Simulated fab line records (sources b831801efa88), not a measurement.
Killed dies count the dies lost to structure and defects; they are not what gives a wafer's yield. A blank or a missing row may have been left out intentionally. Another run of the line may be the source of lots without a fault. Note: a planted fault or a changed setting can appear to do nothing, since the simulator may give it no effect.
Which of the tools did it? + flow gf180mcu + 14 lots with 42 wafers sampled at 4 steps, on a route of 602 steps

WHAT THE GAUGES READ, wafer by wafer
GF_M3_RS_MEAS_05: uses a four-point probe to measure. Usual: M3_ALCU_RS 0.0692 ohm/sq, standard deviation 0.00076.
| lot  | measured     | on            | M3_ALCU_RS (ohm/sq)  | flag |
|------|--------------|---------------|----------------------|------|
| L255 | day 20 11:11 | film_metro-03 | 0.0686 0.0690 0.0683 |      |
| L256 | day 20 14:41 | film_metro-04 | 0.0693 0.0690 0.0679 |      |
| L257 | day 20 23:35 | film_metro-03 | 0.0697 0.0704 0.0703 |      |
| L258 | day 21 08:17 | film_metro-04 | 0.0694 0.0695 0.0694 |      |
| L262 | day 23 00:50 | film_metro-04 | 0.0700 0.0689 0.0690 |      |
| L263 | day 23 08:11 | film_metro-04 | 0.0675 0.0680 0.0684 |      |
| L264 | day 24 04:38 | film_metro-03 | 0.0695 0.0691 0.0694 |      |
| L270 | day 25 21:04 | film_metro-04 | 0.0680 0.0682 0.0681 |      |
| L271 | day 26 08:19 | film_metro-03 | 0.0699 0.0699 0.0701 |      |
| L272 | day 26 09:16 | film_metro-03 | 0.0690 0.0688 0.0691 |      |
| L275 | day 27 02:39 | film_metro-04 | 0.0702 0.0704 0.0708 |      |
| L276 | day 27 11:02 | film_metro-04 | 0.0693 0.0688 0.0694 |      |
| L277 | day 27 15:37 | film_metro-01 | 0.0692 0.0695 0.0688 |      |
| L278 | day 28 02:55 | film_metro-03 | 0.0693 0.0690 0.0693 |      |

GF_M3_CD_MEAS_14: the cd target is 280 nm. Usual: 280.2 nm for cd_nm, sd 1.3.
| lot  | measured     | on        | cd_nm (nm)        | flag |
|------|--------------|-----------|-------------------|------|
| L255 | day 21 11:16 | cd_sem-01 | 280.8 280.2 280.0 |      |
| L256 | day 21 14:34 | cd_sem-02 | 280.9 280.8 281.9 |      |
| L257 | day 21 23:34 | cd_sem-02 | 280.3 279.9 280.6 |      |
| L258 | day 22 08:01 | cd_sem-02 | 279.6 277.8 279.6 |      |
| L262 | day 23 22:50 | cd_sem-01 | 280.0 279.6 280.0 |      |
| L263 | day 24 06:35 | cd_sem-02 | 279.5 280.2 281.6 |      |
| L264 | day 25 02:03 | cd_sem-01 | 280.3 279.7 280.4 |      |
| L270 | day 26 17:29 | cd_sem-01 | 277.8 277.0 278.1 |      |
| L271 | day 27 04:19 | cd_sem-01 | 278.3 277.7 278.1 |      |
| L272 | day 27 05:49 | cd_sem-02 | 279.9 281.3 280.0 |      |
| L275 | day 27 22:50 | cd_sem-01 | 280.4 280.2 279.7 |      |
| L276 | day 28 06:10 | cd_sem-01 | 282.0 281.8 280.5 |      |
| L277 | day 28 11:23 | cd_sem-02 | 282.0 282.9 282.7 |      |
| L278 | day 28 21:58 | cd_sem-01 | 280.4 280.4 281.3 |      |

GF_V3_THK_MEAS_03. Usual: V3_CVD_02_THK 852 nm, standard deviation 11.
| lot  | measured     | on            | V3_CVD_02_THK (nm) | flag |
|------|--------------|---------------|--------------------|------|
| L255 | day 21 12:16 | film_metro-02 | 852 862 864        |      |
| L256 | day 21 15:34 | film_metro-02 | 842 860 872        |      |
| L257 | day 22 00:34 | film_metro-04 | 832 839 853        |      |
| L258 | day 22 09:02 | film_metro-01 | 861 848 857        |      |
| L262 | day 23 23:50 | film_metro-04 | 830 842 846        |      |
| L263 | day 24 07:35 | film_metro-01 | 851 838 854        |      |
| L264 | day 25 03:08 | film_metro-02 | 856 846 869        |      |
| L270 | day 26 18:29 | film_metro-04 | 853 849 862        |      |
| L271 | day 27 05:19 | film_metro-01 | 858 850 861        |      |
| L272 | day 27 06:47 | film_metro-01 | 863 861 859        |      |
| L275 | day 27 23:51 | film_metro-04 | 852 842 860        |      |
| L276 | day 28 07:10 | film_metro-04 | 840 829 842        |      |
| L277 | day 28 12:23 | film_metro-02 | 826 850 865        |      |
| L278 | day 28 22:58 | film_metro-01 | 839 851 862        |      |

WHICH TOOL RAN EACH LOT (tool, then ch and the chambers of the sampled wafers, then the start)
| lot  | GF_CONTACT_SPUTTER_23        |
|------|------------------------------|
| L255 | pvd_sputter-03, day 16 05:40 |
| L256 | pvd_sputter-01, day 16 09:07 |
| L257 | pvd_sputter-02, day 16 17:40 |
| L258 | pvd_sputter-02, day 17 03:36 |
| L262 | pvd_sputter-01, day 18 17:19 |
| L263 | pvd_sputter-02, day 19 01:39 |
| L264 | pvd_sputter-02, day 20 01:04 |
| L270 | pvd_sputter-01, day 21 19:57 |
| L271 | pvd_sputter-01, day 22 08:18 |
| L272 | pvd_sputter-01, day 22 11:08 |
| L275 | pvd_sputter-01, day 23 05:15 |
| L276 | pvd_sputter-02, day 23 14:07 |
| L277 | pvd_sputter-02, day 23 20:55 |
| L278 | pvd_sputter-02, day 24 08:12 |
- GF_CONTACT_SPUTTER_23: material TiN, target thk 10 nm, time 40 s.

WHAT THE TOOLS THEMSELVES READ (means of the sampled wafers that have a number; where no wafer has one, the mark that the record gives instead)
GF_CONTACT_SPUTTER_23. Usual: cathode_dc_power_W 3999.9 W, standard deviation 0.76; throttle_valve_pct 30.2 %, standard deviation 1.1.
| lot  | tool           | cathode_dc_power_W (W) | throttle_valve_pct (%) | flag |
|------|----------------|------------------------|------------------------|------|
| L255 | pvd_sputter-03 | 4000.1                 | 31.5                   |      |
| L256 | pvd_sputter-01 | 3999.9                 | 29.3                   |      |
| L257 | pvd_sputter-02 | 4000.1                 | 30.3                   |      |
| L258 | pvd_sputter-02 | 3999.9                 | 30.9                   |      |
| L262 | pvd_sputter-01 | 3999.5                 | 29.1                   |      |
| L263 | pvd_sputter-02 | 3837.4                 | 31.0                   | OFF  |
| L264 | pvd_sputter-02 | 3837.8                 | 31.3                   | OFF  |
| L270 | pvd_sputter-01 | 4000.2                 | 29.6                   |      |
| L271 | pvd_sputter-01 | 4000.3                 | 29.6                   |      |
| L272 | pvd_sputter-01 | 3999.8                 | 29.6                   |      |
| L275 | pvd_sputter-01 | 3999.5                 | 29.6                   |      |
| L276 | pvd_sputter-02 | 3999.6                 | 30.2                   |      |
| L277 | pvd_sputter-02 | 4000.5                 | 30.1                   |      |
| L278 | pvd_sputter-02 | 4000.0                 | 30.6                   |      |

THE ANSWER, worked out from the rows above alone
Rule: a lot counts as off when the mean over its wafers that have a number is more than 3 standard deviations away from the usual mean. A lot without any number at a reading at which 4 lots or more have one is off too. Any other lot the step has rows for is counted as sound. The gauges are gone through in route order, then the tools' own readings, and for those a lot's mean is taken as printed above. The first step at which some lot is off is used, and at that step the reading that is off furthest; a lot without a number counts as furthest.
Off at GF_CONTACT_SPUTTER_23 (cathode_dc_power_W): L263, L264.
A tool fits if, at that step or a process step before it, it ran every lot that is off, and no sound lot after the first of them. Not one of the candidates tried fits.

WHAT THE SIMULATOR PUT IN
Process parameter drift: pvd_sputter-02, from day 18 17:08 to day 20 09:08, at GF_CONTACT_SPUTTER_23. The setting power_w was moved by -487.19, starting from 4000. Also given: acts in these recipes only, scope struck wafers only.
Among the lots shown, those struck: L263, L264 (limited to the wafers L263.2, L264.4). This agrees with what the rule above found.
